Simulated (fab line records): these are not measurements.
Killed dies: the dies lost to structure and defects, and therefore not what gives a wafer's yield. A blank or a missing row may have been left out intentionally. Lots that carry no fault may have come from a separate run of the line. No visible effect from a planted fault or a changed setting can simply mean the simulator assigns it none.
Which tool was responsible?	flow sky130	12 lots with 36 wafers sampled at 2 steps, on a route of 708 steps

== WHAT THE GAUGES SHOWED, per wafer ==
SKY_VIA2_BOW_MEAS_03. Usual: for VIA2_BOW the level is 85 um and the standard deviation is 7.6.
lot	measured	on	VIA2_BOW (um)	flag
L469	day 35 14:08	filmMetro-01	81 68 82	
L470	day 35 22:33	filmMetro-02	93 94 91	
L476	day 38 01:33	filmMetro-02	76 77 85	
L477	day 38 08:11	filmMetro-02	76 81 97	
L480	day 39 05:49	filmMetro-02	87 90 96	
L481	day 39 15:02	filmMetro-03	77 88 77	
L484	day 40 13:23	filmMetro-02	98 90 100	
L485	day 40 22:26	filmMetro-02	87 96 88	
L486	day 41 00:08	filmMetro-03	81 77 89	
L487	day 41 09:23	filmMetro-01	99 88 82	
L488	day 41 11:00	filmMetro-02	84 91 96	
L490	day 42 03:02	filmMetro-02	79 79 79	

SKY_VIA2_CD_MEAS_12 targets a cd of 200 nm. Usual: cdNm reads 200.2 nm (standard deviation 1.5).
lot	measured	on	cdNm (nm)	flag
L469	day 36 16:14	cdSem-02	200.0 201.5 199.0	
L470	day 37 00:50	cdSem-02	201.7 202.1 200.8	
L476	day 39 02:07	cdSem-01	201.9 201.7 202.9	
L477	day 39 09:02	cdSem-02	200.6 200.5 200.1	
L480	day 40 06:16	cdSem-01	200.2 198.4 200.7	
L481	day 40 15:59	cdSem-02	201.0 200.4 201.5	
L484	day 41 14:10	cdSem-02	199.2 197.1 198.0	
L485	day 41 22:07	cdSem-01	201.5 202.5 201.5	
L486	day 41 23:55	cdSem-01	198.5 197.5 199.4	
L487	day 42 09:14	cdSem-01	199.6 200.0 199.8	
L488	day 42 09:56	cdSem-01	200.2 200.9 198.7	
L490	day 43 01:12	cdSem-02	197.5 195.9 196.4	

== TOOL THAT RAN EACH LOT (tool first, then ch and the chambers of the sampled wafers, then the start) ==
Before these readings, the record contains no process step.

== WHAT THE TOOLS THEMSELVES READ (means of the sampled wafers that have a number; where no wafer has one, the mark that the record gives instead) ==
The record holds no such reading with a usual standard deviation.

== THE ANSWER, worked out from the rows above alone ==
Rule: a lot counts as off when the mean over its wafers that have a number is more than 3 standard deviations away from the usual mean. A lot without any number at a reading at which 4 lots or more have one is off too. The other lots that the step has rows for count as sound. After the gauges, taken in route order, come the tools' own readings; for these a lot's mean is taken, as printed above. At the first step where some lot is off, the reading lying furthest off is the one used; lots without a number count as furthest.
None of the lots is off at any reading shown; this tells nothing.

== WHAT HAD BEEN PUT IN BY THE SIMULATOR ==
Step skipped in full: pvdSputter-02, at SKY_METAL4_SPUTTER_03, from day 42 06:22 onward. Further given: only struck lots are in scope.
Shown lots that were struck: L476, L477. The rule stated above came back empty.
